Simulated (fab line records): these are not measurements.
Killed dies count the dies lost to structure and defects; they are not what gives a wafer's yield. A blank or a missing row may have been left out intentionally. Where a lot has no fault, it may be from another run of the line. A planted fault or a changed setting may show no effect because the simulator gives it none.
Which tool did it? | flow sky130 | 33 wafers from 11 lots sampled at 6 of the route's 708 steps

WHAT THE GAUGES READ, wafer by wafer
SKY_LDD_N_OVL_MEAS_07.
lot  | measured     | on         | LDD_N_OVL (nm)
L549 | day 17 15:31 | overlay-02 | 0.7 0.7 0.9
L553 | day 19 13:52 | overlay-02 | -1.5 -1.2 -0.8
L554 | day 19 21:40 | overlay-02 | -3.0 -2.3 -1.5
L556 | day 20 07:26 | overlay-02 | -0.9 -1.2 0.4
L557 | day 20 14:04 | overlay-01 | -0.2 -2.2 -0.1
L564 | day 23 02:40 | overlay-02 | -2.4 -1.7 -2.1
L566 | day 23 17:22 | overlay-02 | 2.4 1.7 1.3
L567 | day 24 07:46 | overlay-02 | -2.5 -1.0 -0.9
L568 | day 24 15:40 | overlay-01 | 2.1 0.0 2.6
L571 | day 25 08:44 | overlay-02 | -0.4 1.2 -1.4
L572 | day 25 19:25 | overlay-02 | 0.1 -1.2 0.0

SKY_SD_P_TW_MEAS_11.
lot  | measured     | on            | SD_P_TW
L549 | day 25 12:02 | film metro-04 | 2832 2846 2824
L553 | day 27 06:05 | film metro-03 | 2858 2859 2873
L554 | day 27 14:57 | film metro-02 | 2789 2809 2786
L556 | day 27 21:30 | film metro-04 | 2855 2855 2871
L557 | day 28 04:01 | film metro-02 | 2798 2801 2796
L564 | day 30 11:56 | film metro-02 | 2799 2799 2814
L566 | day 31 02:57 | film metro-03 | 2844 2850 2845
L567 | day 31 15:50 | film metro-02 | 2805 2810 2818
L568 | day 31 23:15 | film metro-04 | 2845 2837 2839
L571 | day 32 17:17 | film metro-04 | 2836 2859 2822
L572 | day 33 00:11 | film metro-02 | 2789 2807 2789

SKY_SD_N_RS_MEAS_16: uses a four-point probe to measure.
lot  | measured     | on            | SD_N_RS (ohm/sq)
L549 | day 27 23:15 | film metro-04 | 68.56 68.56 68.52
L553 | day 29 17:07 | film metro-04 | 68.45 68.61 68.40
L554 | day 30 00:56 | film metro-03 | 68.69 68.65 68.54
L556 | day 30 07:14 | film metro-02 | 66.26 66.20 66.24
L557 | day 30 13:19 | film metro-02 | 66.18 66.04 66.14
L564 | day 32 20:00 | film metro-04 | 68.75 68.69 68.59
L566 | day 33 10:21 | film metro-03 | 68.51 68.54 68.65
L567 | day 33 22:46 | film metro-03 | 68.29 68.44 68.38
L568 | day 34 06:08 | film metro-02 | 68.62 68.58 68.73
L571 | day 34 23:19 | film metro-04 | 68.31 68.59 68.63
L572 | day 35 07:26 | film metro-02 | 68.47 68.50 68.64

WHAT TOOL EACH LOT RAN ON (gives the tool, then ch and the chambers of the sampled wafers, and finally the start)
lot  | SKY_POLY_CUT_ETCH_10               | SKY_SD_N_IMPLANT_09             | SKY_SD_N_STRIP_11
L549 | rie diel-04 ch 0,1,2, day 24 06:08 | implanter-02 ch 0, day 27 22:34 | plasma asher-04 ch 0,1, day 27 22:52
L553 | rie diel-02 ch 0,1,3, day 26 00:11 | implanter-03 ch 0, day 29 16:23 | plasma asher-01 ch 0,1, day 29 16:41
L554 | rie diel-02 ch 0,1,2, day 26 09:31 | implanter-03 ch 0, day 30 00:16 | plasma asher-01 ch 0,1, day 30 00:33
L556 | rie diel-02 ch 0,1, day 26 16:26   | implanter-03 ch 0, day 30 06:31 | plasma asher-04 ch 0,1, day 30 06:47
L557 | rie diel-02 ch 1,2,3, day 26 23:05 | implanter-03 ch 0, day 30 12:36 | plasma asher-02 ch 0,1, day 30 12:52
L564 | rie diel-04 ch 1,2,3, day 29 07:35 | implanter-02 ch 0, day 32 19:16 | plasma asher-02 ch 0,1, day 32 19:34
L566 | rie diel-01 ch 1,2, day 29 22:44   | implanter-03 ch 0, day 33 09:41 | plasma asher-02 ch 0,1, day 33 09:58
L567 | rie diel-02 ch 0,1,3, day 30 11:38 | implanter-02 ch 0, day 33 22:05 | plasma asher-04 ch 0,1, day 33 22:23
L568 | rie diel-02 ch 0,1,2, day 30 19:08 | implanter-03 ch 0, day 34 05:28 | plasma asher-02 ch 0,1, day 34 05:45
L571 | rie diel-01 ch 0,1, day 31 13:40   | implanter-03 ch 0, day 34 22:38 | plasma asher-02 ch 0,1, day 34 22:56
L572 | rie diel-04 ch 0,2,3, day 31 21:32 | implanter-04 ch 0, day 35 06:45 | plasma asher-01 ch 0,1, day 35 07:03
- SKY_POLY_CUT_ETCH_10: etches BARC in N2/H2, stops on SiO2, time 45.9 s, target depth 60 nm.
- SKY_SD_N_IMPLANT_09
- SKY_SD_N_STRIP_11: strips in O2/N2.

AS READ BY THE TOOLS THEMSELVES (means over the sampled wafers that have a number; for cases with no such wafer, the mark the record gives instead)
SKY_POLY_CUT_ETCH_10.
lot  | tool        | drypump motor current A (A) | oes product au (a.u.) | rf fwd power W (W) | throttle valve pct (%)
L549 | rie diel-04 | 5.9                         | 0.858                 | 494.1              | 13.221
L553 | rie diel-02 | 5.6                         | 0.854                 | 494.7              | 13.239
L554 | rie diel-02 | 5.9                         | 0.858                 | 493.6              | 13.225
L556 | rie diel-02 | 5.7                         | 0.856                 | 492.2              | 13.231
L557 | rie diel-02 | 5.6                         | 0.857                 | 493.2              | 13.225
L564 | rie diel-04 | 5.8                         | 0.854                 | 493.8              | 13.224
L566 | rie diel-01 | 5.8                         | 0.856                 | 495.9              | 13.220
L567 | rie diel-02 | 5.6                         | 0.857                 | 494.3              | 13.224
L568 | rie diel-02 | 5.8                         | 0.856                 | 494.9              | 13.230
L571 | rie diel-01 | 5.3                         | 0.858                 | 495.5              | 13.226
L572 | rie diel-04 | 5.7                         | 0.858                 | 492.7              | 13.228

SKY_SD_N_IMPLANT_09.
lot  | tool         | beam energy keV | beam on s (s) | end station pressure torr (Torr) | tilt deg (degrees)
L549 | implanter-02 | 49.968          | 19.0          | 1.32e-05                         | -0.014
L553 | implanter-03 | 50.010          | 16.5          | 1.48e-05                         | -0.002
L554 | implanter-03 | 50.013          | 16.7          | 1.51e-05                         | -0.010
L556 | implanter-03 | 53.549          | 16.5          | 1.46e-05                         | 0.017
L557 | implanter-03 | 53.543          | 16.5          | 1.47e-05                         | -0.044
L564 | implanter-02 | 49.995          | 18.8          | 1.25e-05                         | -0.030
L566 | implanter-03 | 49.997          | 16.5          | 1.54e-05                         | 0.001
L567 | implanter-02 | 50.002          | 18.9          | 1.28e-05                         | 0.021
L568 | implanter-03 | 50.005          | 16.5          | 1.41e-05                         | 0.018
L571 | implanter-03 | 49.996          | 16.3          | 1.48e-05                         | 0.008
L572 | implanter-04 | 49.966          | 15.5          | 1.54e-05                         | 0.002

SKY_SD_N_STRIP_11.
lot  | tool            | drypump motor current A (A) | oes product au (a.u.) | strip time to endpoint s (s)
L549 | plasma asher-04 | 5.94                        | 0.536                 | 22.60
L553 | plasma asher-01 | 6.19                        | 0.527                 | 22.53
L554 | plasma asher-01 | 6.22                        | 0.530                 | 22.53
L556 | plasma asher-04 | 5.81                        | 0.524                 | 23.07
L557 | plasma asher-02 | 6.17                        | 0.523                 | 23.15
L564 | plasma asher-02 | 6.06                        | 0.534                 | 22.54
L566 | plasma asher-02 | 6.08                        | 0.526                 | 22.52
L567 | plasma asher-04 | 5.79                        | 0.526                 | 22.61
L568 | plasma asher-02 | 6.17                        | 0.527                 | 22.54
L571 | plasma asher-02 | 6.17                        | 0.528                 | 22.49
L572 | plasma asher-01 | 6.19                        | 0.527                 | 22.55

THE ANSWER, worked out from the rows above alone
Rule: what is usual is taken from the lots themselves. The widest of any qualifying gaps counts: lots, ordered by their means at a reading, are off when they make up no more than a third of the lots, leave a main group of 4 or more, and stand apart from it by 3 or more times the standard deviation of that group's means. The tables above print the reading to a certain number of digits; a main group whose means all agree to those digits is not used. A lot without any number at a reading at which 4 lots or more have one is off too. Any other lot the step has rows for is counted as sound. The gauges are gone through in route order, then the tools' own readings, and for those a lot's mean is taken as printed above. At the first step where some lot is off, the reading lying furthest off is the one used; lots without a number count as furthest.
Off: L556, L557, at SKY_SD_N_RS_MEAS_16 (SD_N_RS). The main group: mean 68.55 ohm/sq, standard deviation 0.088.
If a tool, at a process step before that reading, ran all the lots that are off and no sound lot after the first of them, it fits. Not tried: the gauges at SKY_SD_N_RS_MEAS_16; whatever is off there is also off at SKY_SD_N_IMPLANT_09, on other tools, and gauge error can't account for it. Of those tried, none fits.

WHAT THE SIMULATOR HAD PUT IN
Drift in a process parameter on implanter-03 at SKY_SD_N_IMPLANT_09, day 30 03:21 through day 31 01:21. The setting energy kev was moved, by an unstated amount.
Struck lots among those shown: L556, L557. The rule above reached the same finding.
